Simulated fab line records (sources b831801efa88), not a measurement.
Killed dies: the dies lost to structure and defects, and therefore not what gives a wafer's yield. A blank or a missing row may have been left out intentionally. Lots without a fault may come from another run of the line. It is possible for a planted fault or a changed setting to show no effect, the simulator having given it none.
fab line records | flow sfq_line
record: lots: 5 wafers: 27
route steps=325 shown I3@144 JJ@182 M5@205 R5@224 M6@262 M7@282 I7@307
start_h: the number of hours between the record's first day and the start of the first shown wafer of the lot | wait_h: hours since the lot's step before | " identical to the entry in the row above | L1.1+2: a row that stands for several wafers | - no value, or no start was given | * or withheld: withheld | < > ~ a bound
route shown NAME@n: names a module that has steps shown in the file, with the first one's number in the route | usual: mean and standard deviation over wafers with no fault | same: alike in all rows | chamber/n: place in a boat | sites: readings site by site | _std_site: the standard deviation of these | _edge_site: the outer-site mean with the inner-site mean subtracted | radius_mm: for every site, how far away it sits from the centre of the wafer | mask NAME#n: copy n | behind: the tool/chamber that last shaped the wafer | hold: what put the lot on hold/how long, in hours/how the hold closed | device: names the non-switching transistor (n, p or np) | end of line: the same wafers' tests at the end of the route | a step without rows: its recipe alone | killed: not the wafer's yield, but the dies lost to structure and defects at the first sort | map: shows each die of a wafer: x if killed, . if not, _ if none is there
set.NAME: the setting as run; set.NAME@STEP: as run at that earlier step | model.NAME: the simulator's own value behind a step, which no gauge read
lots run with intentionally changed settings; tables by step, rows by wafer
== steps ==
step: SFQ_TRILAYER_I3_VIA_BARC_OPEN_VIA_ETCH_121
recipe: mask_material: PR chemistry: O2 target_depth_nm: 125 target: BARC source_w: 500 bias_w: 80 pressure_mtorr: 30 time_s: 41.7
usual: oes_product_au: 0.686/0.0049
columns lot.wafer tool chamber start_h wait_h set.time_s oes_product_au model.KrF_of_TRILAYER_I3_VIA_LITHO_COAT_085.thk_nm
L075.1 rie_diel-01 2 836.71 0.0 41.7 0.683 573.9
L075.2 " 0 " " 41.7 0.688 572.9
L075.3 " 3 " " 41.7 0.680 574.3
L075.4 " 3 " " 41.7 0.696 572.7
L075.5 " 0 " " 41.7 0.690 576.4
L075.6 " 2 " " 41.7 0.687 573.1
L076.3 rie_diel-04 2 840.31 0.0 41.7 0.684 568.3
L076.4 " 2 " " 41.7 0.684 570.3
L076.5 " 3 " " 41.7 0.686 570.4
L078.1 rie_diel-02 0 858.31 0.0 49.88 0.667 563.6
L078.2 " 3 " " 41.7 0.687 571.8
L078.3 " 1 " " 49.88 0.659 564.9
L078.4 " 2 " " 41.7 0.685 573
L078.5 " 2 " " 41.7 0.681 573.8
L078.6 " 1 " " 49.88 0.661 564.2
L080.1 rie_diel-02 1 871.51 0.0 41.7 0.678 568.4
L080.2 " 0 " " 41.7 0.688 571.8
L080.3 " 2 " " 41.7 0.689 571.4
L080.4 " 3 " " 21.92 0.962 595.1
L080.5 " 1 " " 21.92 0.948 594.2
L080.6 " 2 " " 21.92 0.972 594.2
L084.1 rie_diel-04 3 893.34 0.0 41.7 0.681 573.6
L084.2 " 0 " " 41.7 0.685 577.5
L084.3 " 2 " " 41.7 0.684 572.5
L084.4 " 1 " " 32.69 0.776 587.1
L084.5 " 0 " " 32.69 0.772 586.4
L084.6 " 1 " " 32.69 0.774 587.6
step: SFQ_TRILAYER_JJ_TRILAYER_DEP_SPUTTER_112
recipe: material: Nb base_pressure_pa: 1.33e-06 chamber_pressure_pa: 0.1333 substrate_temp_c: 20 target_thk_nm: 170 power_w: 2000 time_s: 113.3
columns lot.wafer tool chamber start_h wait_h set.time_s model.Nb_of_TRILAYER_JJ_TRILAYER_DEP_SPUTTER_112.thk_nm
L075.1 pvd_sputter-03 - 1005.15 0.5 77.59 114.4
L075.2 " - " " 113.3 170.3
L075.3 " - " " 77.59 115.4
L075.4 " - " " 113.3 170.1
L075.5 " - " " 113.3 171.3
L075.6 " - " " 77.59 115.3
L076.3 pvd_sputter-05 - 1011.14 0.5 113.3 172.6
L076.4 " - " " 113.3 175.8
L076.5 " - " " 113.3 175.1
L078.1+5 pvd_sputter-05 - 1033.94 0.5 180.2 273.3
L078.2 " - " " 113.3 171.5
L078.3 " - " " 113.3 171.8
L078.4 " - " " 180.2 273.1
L078.6 " - " " 113.3 172.3
L080.1 pvd_sputter-03 - 1173.94 0.5 113.3 172.8
L080.2 " - " " 113.3 174.7
L080.3 " - " " 150.4 228
L080.4+5 " - " " 150.4 229.1
L080.6 " - " " 113.3 172.1
L084.1 pvd_sputter-05 - 1193.26 0.5 65.03 98.52
L084.2 " - " " 113.3 171.6
L084.3 " - " " 113.3 173.1
L084.4 " - " " 113.3 171.1
L084.5 " - " " 65.03 101
L084.6 " - " " 65.03 98.19
step: SFQ_JJ_RS_MEAS_929
recipe: thk_meas_gauge: four-point-probe reads: Nb_of_TRILAYER_JJ_TRILAYER_DEP_SPUTTER_112
usual: JJ_NB_RS: 1.044/0.012
columns lot.wafer tool chamber start_h wait_h set.time_s@TRILAYER_JJ_TRILAYER_DEP_SPUTTER_112 JJ_NB_RS[ohm/sq]
L075.1 film_metro-01 - 1005.23 0.0 77.59 1.573
L075.2 " - " " 113.3 1.047
L075.3 " - " " 77.59 1.556
L075.4 " - " " 113.3 1.050
L075.5 " - " " 113.3 1.041
L075.6 " - " " 77.59 1.554
L076.3 film_metro-02 - 1011.26 0.1 113.3 1.033
L076.4 " - " " 113.3 1.015
L076.5 " - " " 113.3 1.019
L078.1 film_metro-02 - 1034.02 0.0 180.2 0.650
L078.2 " - " " 113.3 1.042
L078.3 " - " " 113.3 1.039
L078.4 " - " " 180.2 0.651
L078.5 " - " " 180.2 0.650
L078.6 " - " " 113.3 1.036
L080.1 film_metro-01 - 1174.02 0.0 113.3 1.031
L080.2 " - " " 113.3 1.021
L080.3 " - " " 150.4 0.781
L080.4 " - " " 150.4 0.777
L080.5 " - " " 150.4 0.775
L080.6 " - " " 113.3 1.039
L084.1 film_metro-02 - 1193.34 0.0 65.03 1.830
L084.2 " - " " 113.3 1.041
L084.3 " - " " 113.3 1.030
L084.4 " - " " 113.3 1.043
L084.5 " - " " 65.03 1.783
L084.6 " - " " 65.03 1.834
step: SFQ_TRILAYER_JJ_CE_LITHO_COAT_119
recipe: resist: BARC spin_rpm: 3000 resist_thk_nm: 62
step: SFQ_TRILAYER_JJ_CE_METRO_MEASURE_117
step: SFQ_TRILAYER_JJ_CE_BARC_OPEN_RIE_150
recipe: mask_material: PR chemistry: O2 target_depth_nm: 240 target: BARC icp_w: 600 bias_w: 80 pressure_mtorr: 10 time_s: 80
step: SFQ_TRILAYER_JJ_CE_ETCH_RIE_118
recipe: target: Nb stop_on: Al2O3 mask_material: PR taper_deg: 13.257 over_etch_frac: 0.15 time_s: 97.7 chemistry: SF6 target_depth_nm: 170 icp_w: 600 bias_w: 80 pressure_mtorr: 10
usual: oes_product_au: 0.988/0.0082
columns lot.wafer tool chamber start_h wait_h set.time_s@TRILAYER_JJ_TRILAYER_DEP_SPUTTER_112 oes_product_au
L075.1 rie_metal-04 0 1008.99 0.1 77.59 0.794
L075.2 " 1 " " 113.3 0.976
L075.3 " 0 " " 77.59 0.796
L075.4 " 1 " " 113.3 0.986
L075.5 " 1 " " 113.3 0.975
L075.6 " 0 " " 77.59 0.802
L076.3 rie_metal-02 1 1015.01 0.1 113.3 0.983
L076.4 " 0 " " 113.3 0.994
L076.5 " 0 " " 113.3 0.992
L078.1 rie_metal-02 0 1037.78 0.1 180.2 1.004
L078.2 " 1 " " 113.3 0.979
L078.3 " 0 " " 113.3 0.994
L078.4 " 1 " " 180.2 1.005
L078.5 " 0 " " 180.2 0.997
L078.6 " 1 " " 113.3 0.985
L080.1 rie_metal-01 0 1177.90 0.1 113.3 0.993
L080.2 " 1 " " 113.3 1.001
L080.3 " 1 " " 150.4 1.006
L080.4 " 0 " " 150.4 1.001
L080.5 " 1 " " 150.4 1.021
L080.6 " 0 " " 113.3 0.986
L084.1 rie_metal-04 1 1338.14 0.1 65.03 0.741
L084.2 " 0 " " 113.3 0.980
L084.3 " 0 " " 113.3 0.984
L084.4 " 1 " " 113.3 0.982
L084.5 " 1 " " 65.03 0.743
L084.6 " 0 " " 65.03 0.735
step: SFQ_TRILAYER_M5_BARC_OPEN_METAL_ETCH_161
recipe: mask_material: PR chemistry: O2 target_depth_nm: 125 target: BARC icp_w: 600 bias_w: 80 pressure_mtorr: 10 time_s: 41.7
usual: oes_product_au: 0.685/0.005
columns lot.wafer tool chamber start_h wait_h set.time_s oes_product_au model.KrF_of_TRILAYER_M5_LITHO_COAT_123.thk_nm
L075.1 rie_metal-02 0 1162.29 0.0 18.79 0.992 547.6
L075.2 " 1 " " 41.7 0.682 521.4
L075.3 " 0 " " 41.7 0.684 517.9
L075.4 " 1 " " 18.79 1.004 547.2
L075.5 " 1 " " 18.79 0.993 548.3
L075.6 " 0 " " 41.7 0.683 520.8
L076.3 rie_metal-01 0 1165.91 0.0 41.7 0.688 522.8
L076.4 " 1 " " 41.7 0.683 521.2
L076.5 " 0 " " 41.7 0.687 523
L078.1 rie_metal-03 1 1183.89 0.0 20.7 0.989 546.8
L078.2 " 0 " " 41.7 0.681 521.5
L078.3 " 1 " " 41.7 0.683 520.3
L078.4 " 0 " " 20.7 0.982 545.9
L078.5 " 1 " " 41.7 0.684 517.3
L078.6 " 0 " " 20.7 0.995 548.1
L080.1 rie_metal-01 1 1321.61 0.0 54.99 0.657 506.8
L080.2 " 0 " " 41.7 0.687 525.1
L080.3 " 1 " " 54.99 0.653 506.6
L080.4 " 0 " " 41.7 0.689 523.9
L080.5 " 1 " " 41.7 0.678 523.5
L080.6 " 0 " " 54.99 0.663 509.1
L084.1 rie_metal-03 0 1343.33 0.0 41.7 0.683 522.4
L084.2 " 1 " " 66.49 0.635 489.9
L084.3 " 1 " " 41.7 0.686 521.5
L084.4 " 0 " " 66.49 0.641 491.9
L084.5 " 0 " " 66.49 0.641 491.4
L084.6 " 1 " " 41.7 0.682 522.9
step: SFQ_TRILAYER_R5_BARC_OPEN_METAL_ETCH_177
recipe: mask_material: PR chemistry: O2 target_depth_nm: 125 target: BARC icp_w: 600 bias_w: 80 pressure_mtorr: 10 time_s: 41.7
usual: oes_product_au: 0.685/0.0044
columns lot.wafer tool chamber start_h wait_h set.time_s oes_product_au model.KrF_of_TRILAYER_R5_LITHO_COAT_136.thk_nm
L075.1 rie_metal-02 1 1312.01 0.0 41.7 0.685 523.4
L075.2 " 0 " " 41.7 0.690 525.1
L075.3 " 1 " " 17.99 0.997 552.6
L075.4 " 0 " " 17.99 1.002 552.2
L075.5 " 1 " " 41.7 0.691 526
L075.6 " 0 " " 17.99 1.000 553.5
L076.3 rie_metal-03 1 1315.63 0.0 41.7 0.693 523.8
L076.4 " 0 " " 41.7 0.684 524.4
L076.5 " 0 " " 41.7 0.692 524.2
L078.1 rie_metal-02 1 1334.81 0.0 21.94 0.962 549.1
L078.2 " 0 " " 21.94 0.958 550.5
L078.3 " 1 " " 41.7 0.682 525.8
L078.4 " 0 " " 21.94 0.967 550.1
L078.5 " 0 " " 41.7 0.684 525.7
L078.6 " 1 " " 41.7 0.680 525.6
L080.1 rie_metal-02 0 1456.16 0.0 41.7 0.681 530.1
L080.2 " 1 " " 41.7 0.676 527.1
L080.3 " 0 " " 41.7 0.680 526.6
L080.4 " 1 " " 41.7 0.685 526.9
L080.5 " 0 " " 41.7 0.683 527.5
L080.6 " 1 " " 41.7 0.688 526.1
L084.1 rie_metal-03 0 1474.16 0.0 55.49 0.657 505.4
L084.2 " 1 " " 41.7 0.682 521.9
L084.3 " 0 " " 55.49 0.655 506.2
L084.4 " 1 " " 55.49 0.655 506
L084.5 " 0 " " 41.7 0.694 522.8
L084.6 " 1 " " 41.7 0.695 522.9
step: SFQ_TRILAYER_M6_BARC_OPEN_METAL_ETCH_206
recipe: mask_material: PR chemistry: O2 target_depth_nm: 125 target: BARC icp_w: 600 bias_w: 80 pressure_mtorr: 10 time_s: 41.7
usual: oes_product_au: 0.685/0.0043
columns lot.wafer tool chamber start_h wait_h set.time_s oes_product_au model.KrF_of_TRILAYER_M6_LITHO_COAT_159.thk_nm
L075.1 rie_metal-02 1 1569.70 0.0 26.87 0.857 539.6
L075.2 " 0 " " 41.7 0.686 522.1
L075.3 " 1 " " 26.87 0.852 540.9
L075.4 " 0 " " 26.87 0.857 539.3
L075.5 " 1 " " 41.7 0.689 521.7
L075.6 " 0 " " 41.7 0.686 522.6
L076.3 rie_metal-03 0 1573.32 0.0 41.7 0.681 522.3
L076.4 " 1 " " 41.7 0.679 523.2
L076.5 " 0 " " 41.7 0.686 523.2
L078.1 rie_metal-03 1 1589.32 0.0 41.7 0.685 527.3
L078.2 " 0 " " 52.74 0.658 512.6
L078.3 " 0 " " 52.74 0.658 515.9
L078.4 " 1 " " 52.74 0.652 512
L078.5 " 0 " " 41.7 0.677 528.5
L078.6 " 1 " " 41.7 0.683 524.4
L080.1 rie_metal-03 1 1592.37 0.0 41.7 0.692 523.4
L080.2 " 0 " " 61.66 0.637 500.6
L080.3 " 1 " " 41.7 0.679 523.5
L080.4 " 0 " " 41.7 0.680 525.8
L080.5 " 0 " " 61.66 0.644 500
L080.6 " 1 " " 61.66 0.642 496.6
L084.1 rie_metal-02 0 1603.02 0.0 41.7 0.687 520.8
L084.2 " 1 " " 41.7 0.680 519.6
L084.3 " 0 " " 41.7 0.683 521.8
L084.4 " 1 " " 41.7 0.680 518.5
L084.5 " 1 " " 41.7 0.687 520.1
L084.6 " 0 " " 41.7 0.684 522
step: SFQ_TRILAYER_M6_ETCH_METAL_ETCH_162
recipe: target: Nb stop_on: SiO2 mask_material: PR chemistry: Cl2/Ar target_depth_nm: 240 icp_w: 600 bias_w: 80 pressure_mtorr: 10 time_s: 116.9
columns lot.wafer tool chamber start_h wait_h set.time_s@TRILAYER_M6_BARC_OPEN_METAL_ETCH_206 model.KrF_of_TRILAYER_M6_LITHO_COAT_159.thk_nm
L075.1 rie_metal-02 1 1569.76 0.0 26.87 397.7
L075.2 " 0 " " 41.7 384.2
L075.3 " 1 " " 26.87 399
L075.4 " 0 " " 26.87 400.9
L075.5 " 1 " " 41.7 381.3
L075.6 " 0 " " 41.7 383.7
L076.3 rie_metal-03 0 1573.40 0.1 41.7 386.4
L076.4 " 1 " " 41.7 381.5
L076.5 " 0 " " 41.7 385.1
L078.1 rie_metal-03 1 1589.38 0.0 41.7 384.7
L078.2 " 0 " " 52.74 374.8
L078.3 " 0 " " 52.74 377.8
L078.4 " 1 " " 52.74 370.4
L078.5 " 0 " " 41.7 390.7
L078.6 " 1 " " 41.7 382.3
L080.1 rie_metal-03 1 1592.43 0.0 41.7 382.1
L080.2 " 0 " " 61.66 362.6
L080.3 " 1 " " 41.7 381.7
L080.4 " 0 " " 41.7 388
L080.5 " 0 " " 61.66 362.2
L080.6 " 1 " " 61.66 355
L084.1 rie_metal-02 0 1603.08 0.0 41.7 384.5
L084.2 " 1 " " 41.7 380.4
L084.3 " 0 " " 41.7 386.2
L084.4 " 1 " " 41.7 377.6
L084.5 " 1 " " 41.7 379.8
L084.6 " 0 " " 41.7 385.8
step: SFQ_TRILAYER_M7_DEP_SPUTTER_175
recipe: material: Nb base_pressure_pa: 1.33e-06 chamber_pressure_pa: 0.1333 substrate_temp_c: 20 target_thk_nm: 200 power_w: 2000 time_s: 133.3
columns lot.wafer tool chamber start_h wait_h set.time_s model.Nb_of_TRILAYER_M7_DEP_SPUTTER_175.thk_nm
L075.1 pvd_sputter-04 - 1721.01 0.0 90.55 136.5
L075.2 " - " " 133.3 201.1
L075.3 " - " " 133.3 202.6
L075.4 " - " " 90.55 137.5
L075.5 " - " " 133.3 203.3
L075.6 " - " " 90.55 136.1
L076.3 pvd_sputter-05 - 1725.81 0.0 133.3 203.7
L076.4 " - " " 133.3 198.9
L076.5 " - " " 133.3 198.8
L078.1 pvd_sputter-06 - 1731.81 0.0 186.5 280.3
L078.2 " - " " 186.5 278.9
L078.3 " - " " 133.3 201.7
L078.4 " - " " 133.3 202.9
L078.5 " - " " 186.5 282
L078.6 " - " " 133.3 202.7
L080.1 pvd_sputter-04 - 1736.61 0.0 133.3 201
L080.2 " - " " 84.16 128.3
L080.3 " - " " 84.16 128.5
L080.4 " - " " 133.3 202.7
L080.5 " - " " 133.3 199.9
L080.6 " - " " 84.16 130
L084.1 pvd_sputter-06 - 1743.83 0.0 133.3 201.2
L084.2 " - " " 202.7 307.8
L084.3 " - " " 202.7 306.9
L084.4 " - " " 133.3 203.9
L084.5 " - " " 133.3 202.6
L084.6 " - " " 202.7 307.3
step: SFQ_M7_RS_MEAS_943
recipe: thk_meas_gauge: four-point-probe reads: Nb_of_TRILAYER_M7_DEP_SPUTTER_175
usual: M7_NB_RS: 0.887/0.0093
columns lot.wafer tool chamber start_h wait_h set.time_s@TRILAYER_M7_DEP_SPUTTER_175 M7_NB_RS[ohm/sq]
L075.1 film_metro-04 - 1721.10 0.0 90.55 1.310
L075.2 " - " " 133.3 0.882
L075.3 " - " " 133.3 0.876
L075.4 " - " " 90.55 1.298
L075.5 " - " " 133.3 0.875
L075.6 " - " " 90.55 1.310
L076.3 film_metro-03 - 1725.94 0.1 133.3 0.873
L076.4 " - " " 133.3 0.894
L076.5 " - " " 133.3 0.894
L078.1 film_metro-04 - 1731.90 0.0 186.5 0.630
L078.2 " - " " 186.5 0.634
L078.3 " - " " 133.3 0.879
L078.4 " - " " 133.3 0.876
L078.5 " - " " 186.5 0.628
L078.6 " - " " 133.3 0.877
L080.1 film_metro-04 - 1736.70 0.0 133.3 0.886
L080.2 " - " " 84.16 1.396
L080.3 " - " " 84.16 1.395
L080.4 " - " " 133.3 0.877
L080.5 " - " " 133.3 0.889
L080.6 " - " " 84.16 1.376
L084.1 film_metro-03 - 1743.92 0.0 133.3 0.884
L084.2 " - " " 202.7 0.578
L084.3 " - " " 202.7 0.578
L084.4 " - " " 133.3 0.873
L084.5 " - " " 133.3 0.879
L084.6 " - " " 202.7 0.577
step: SFQ_TRILAYER_M7_LITHO_COAT_182
recipe: resist: BARC spin_rpm: 3000 resist_thk_nm: 62
step: SFQ_TRILAYER_M7_BARC_OPEN_METAL_ETCH_229
recipe: mask_material: PR chemistry: O2 target_depth_nm: 125 target: BARC icp_w: 600 bias_w: 80 pressure_mtorr: 10 time_s: 41.7
step: SFQ_TRILAYER_M7_ETCH_METAL_ETCH_180
recipe: target: Nb stop_on: SiO2 mask_material: PR chemistry: Cl2/Ar target_depth_nm: 240 icp_w: 600 bias_w: 80 pressure_mtorr: 10 time_s: 120
usual: oes_product_au: 0.896/0.0069
columns lot.wafer tool chamber start_h wait_h set.time_s@TRILAYER_M7_DEP_SPUTTER_175 oes_product_au
L075.1 rie_metal-04 0 1731.09 0.0 90.55 0.724
L075.2 " 1 " " 133.3 0.892
L075.3 " 1 " " 133.3 0.901
L075.4 " 0 " " 90.55 0.737
L075.5 " 0 " " 133.3 0.905
L075.6 " 1 " " 90.55 0.734
L076.3 rie_metal-01 0 1733.53 0.1 133.3 0.906
L076.4 " 1 " " 133.3 0.893
L076.5 " 0 " " 133.3 0.891
L078.1 rie_metal-03 1 1739.49 0.0 186.5 1.016
L078.2 " 0 " " 186.5 0.990
L078.3 " 0 " " 133.3 0.900
L078.4 " 1 " " 133.3 0.902
L078.5 " 0 " " 186.5 0.992
L078.6 " 1 " " 133.3 0.898
L080.1 rie_metal-03 0 1841.52 0.0 133.3 0.899
L080.2 " 1 " " 84.16 0.715
L080.3 " 0 " " 84.16 0.710
L080.4 " 1 " " 133.3 0.906
L080.5 " 1 " " 133.3 0.895
L080.6 " 0 " " 84.16 0.712
L084.1 rie_metal-03 1 1853.58 0.1 133.3 0.892
L084.2 " 1 " " 202.7 1.006
L084.3 " 1 " " 202.7 1.017
L084.4 " 1 " " 133.3 0.905
L084.5 " 1 " " 133.3 0.904
L084.6 " 1 " " 202.7 1.017
step: SFQ_TRILAYER_I7_VIA_BARC_OPEN_VIA_ETCH_260
recipe: mask_material: PR chemistry: O2 target_depth_nm: 125 target: BARC source_w: 500 bias_w: 80 pressure_mtorr: 30 time_s: 41.7
usual: oes_product_au: 0.685/0.0045
columns lot.wafer tool chamber start_h wait_h set.time_s oes_product_au model.KrF_of_TRILAYER_I7_VIA_LITHO_COAT_187.thk_nm
L075.1 rie_diel-03 0 1840.26 0.0 33.25 0.765 581.4
L075.2 " 3 " " 41.7 0.682 573.9
L075.3 " 3 " " 41.7 0.685 572.2
L075.4 " 0 " " 41.7 0.682 571.7
L075.5 " 3 " " 33.25 0.763 582.3
L075.6 " 0 " " 33.25 0.761 580.8
L076.3 rie_diel-02 0 1845.06 0.0 41.7 0.684 576.6
L076.4 " 3 " " 41.7 0.681 573.6
L076.5 " 2 " " 41.7 0.689 571.6
L078.1 rie_diel-02 1 1854.66 0.0 41.7 0.685 572.9
L078.2 " 0 " " 41.7 0.681 576.5
L078.3 " 3 " " 41.7 0.676 574
L078.4 " 2 " " 41.7 0.681 572.9
L078.5 " 2 " " 41.7 0.687 574.6
L078.6 " 3 " " 41.7 0.682 576.5
L080.1 rie_diel-03 2 1940.40 0.0 41.7 0.687 572.6
L080.2 " 1 " " 41.7 0.685 574.5
L080.3 " 3 " " 41.7 0.693 573.1
L080.4 " 0 " " 41.7 0.684 574.5
L080.5 " 2 " " 41.7 0.685 572.7
L080.6 " 1 " " 41.7 0.689 573.3
L084.1 rie_diel-01 2 1951.20 0.0 29.09 0.809 588.2
L084.2 " 0 " " 29.09 0.815 589.2
L084.3 " 1 " " 41.7 0.685 573.1
L084.4 " 3 " " 41.7 0.685 571.4
L084.5 " 0 " " 29.09 0.816 589
L084.6 " 3 " " 41.7 0.684 573.2
step: SFQ_TRILAYER_I7_VIA_ETCH_VIA_ETCH_190
recipe: target: SiO2 stop_on: Nb mask_material: PR taper_deg: 20 chemistry: CHF3 target_depth_nm: 260 source_w: 500 bias_w: 80 pressure_mtorr: 30 time_s: withheld
columns lot.wafer tool chamber start_h wait_h set.time_s@TRILAYER_I7_VIA_BARC_OPEN_VIA_ETCH_260 model.KrF_of_TRILAYER_I7_VIA_LITHO_COAT_187.thk_nm
L075.1 rie_diel-03 0 1840.32 0.0 * 536.6
L075.2 " 3 " " * 529.9
L075.3 " 3 " " * 528.2
L075.4 " 0 " " * 527.1
L075.5 " 3 " " * 538
L075.6 " 0 " " * 536.2
L076.3 rie_diel-02 0 1845.10 0.0 * 532.1
L076.4 " 3 " " * 528.5
L076.5 " 2 " " * 526.2
L078.1 rie_diel-02 1 1854.70 0.0 * 528.1
L078.2 " 0 " " * 532.4
L078.3 " 3 " " * 530
L078.4 " 2 " " * 527.9
L078.5 " 2 " " * 529.7
L078.6 " 3 " " * 532.2
L080.1+5 rie_diel-03 2 1940.44 0.0 * 528
L080.2 " 1 " " * 530.6
L080.3 " 3 " " * 529.1
L080.4 " 0 " " * 529.6
L080.6 " 1 " " * 529.7
L084.1 rie_diel-01 2 1951.24 0.0 * 543.4
L084.2+5 " 0 " " * 545.3
L084.3 " 1 " " * 528.1
L084.4 " 3 " " * 525.8
L084.6 " 3 " " * 528
== key ==
split: step: SFQ_TRILAYER_I3_VIA_BARC_OPEN_VIA_ETCH_121 setting: time_s stated: 41.7 by: wafer
response: step: SFQ_TRILAYER_I3_VIA_BARC_OPEN_VIA_ETCH_121 reading: oes_product_au change: -0.00498 per: 1% r: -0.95
response: step: SFQ_TRILAYER_I3_VIA_BARC_OPEN_VIA_ETCH_121 reading: model.KrF_of_TRILAYER_I3_VIA_LITHO_COAT_085.thk_nm change: -0.509 per: 1% r: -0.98
split: step: SFQ_TRILAYER_JJ_TRILAYER_DEP_SPUTTER_112 setting: time_s stated: 113.3 by: wafer
response: step: SFQ_TRILAYER_JJ_TRILAYER_DEP_SPUTTER_112 reading: model.Nb_of_TRILAYER_JJ_TRILAYER_DEP_SPUTTER_112.thk_nm change: +1.72 per: 1% r: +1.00
response: step: SFQ_JJ_RS_MEAS_929 reading: JJ_NB_RS change: -0.0109 per: 1% r: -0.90
response: step: SFQ_TRILAYER_JJ_CE_ETCH_RIE_118 reading: oes_product_au shape: bent at_lowest: 0.740 at_stated: 0.986 at_highest: 1.002
split: step: SFQ_TRILAYER_M5_BARC_OPEN_METAL_ETCH_161 setting: time_s stated: 41.7 by: wafer
response: step: SFQ_TRILAYER_M5_BARC_OPEN_METAL_ETCH_161 reading: oes_product_au shape: bent at_lowest: 0.996 at_stated: 0.684 at_highest: 0.639
response: step: SFQ_TRILAYER_M5_BARC_OPEN_METAL_ETCH_161 reading: model.KrF_of_TRILAYER_M5_LITHO_COAT_123.thk_nm change: -0.522 per: 1% r: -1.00
split: step: SFQ_TRILAYER_R5_BARC_OPEN_METAL_ETCH_177 setting: time_s stated: 41.7 by: wafer
response: step: SFQ_TRILAYER_R5_BARC_OPEN_METAL_ETCH_177 reading: oes_product_au change: -0.00489 per: 1% r: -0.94
response: step: SFQ_TRILAYER_R5_BARC_OPEN_METAL_ETCH_177 reading: model.KrF_of_TRILAYER_R5_LITHO_COAT_136.thk_nm change: -0.501 per: 1% r: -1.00
split: step: SFQ_TRILAYER_M6_BARC_OPEN_METAL_ETCH_206 setting: time_s stated: 41.7 by: wafer
response: step: SFQ_TRILAYER_M6_BARC_OPEN_METAL_ETCH_206 reading: oes_product_au shape: bent at_lowest: 0.855 at_stated: 0.683 at_highest: 0.641
response: step: SFQ_TRILAYER_M6_BARC_OPEN_METAL_ETCH_206 reading: model.KrF_of_TRILAYER_M6_LITHO_COAT_159.thk_nm change: -0.514 per: 1% r: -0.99
response: step: SFQ_TRILAYER_M6_ETCH_METAL_ETCH_162 reading: model.KrF_of_TRILAYER_M6_LITHO_COAT_159.thk_nm change: -0.476 per: 1% r: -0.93
split: step: SFQ_TRILAYER_M7_DEP_SPUTTER_175 setting: time_s stated: 133.3 by: wafer
response: step: SFQ_TRILAYER_M7_DEP_SPUTTER_175 reading: model.Nb_of_TRILAYER_M7_DEP_SPUTTER_175.thk_nm change: +1.99 per: 1% r: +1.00
response: step: SFQ_M7_RS_MEAS_943 reading: M7_NB_RS change: -0.00865 per: 1% r: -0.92
response: step: SFQ_TRILAYER_M7_ETCH_METAL_ETCH_180 reading: oes_product_au change: +0.00331 per: 1% r: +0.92
split: step: SFQ_TRILAYER_I7_VIA_BARC_OPEN_VIA_ETCH_260 setting: time_s stated: 41.7 by: wafer
response: step: SFQ_TRILAYER_I7_VIA_BARC_OPEN_VIA_ETCH_260 reading: oes_product_au change: -0.00415 per: 1% r: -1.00
response: step: SFQ_TRILAYER_I7_VIA_BARC_OPEN_VIA_ETCH_260 reading: model.KrF_of_TRILAYER_I7_VIA_LITHO_COAT_187.thk_nm change: -0.506 per: 1% r: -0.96
response: step: SFQ_TRILAYER_I7_VIA_ETCH_VIA_ETCH_190 reading: model.KrF_of_TRILAYER_I7_VIA_LITHO_COAT_187.thk_nm change: -0.527 per: 1% r: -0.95
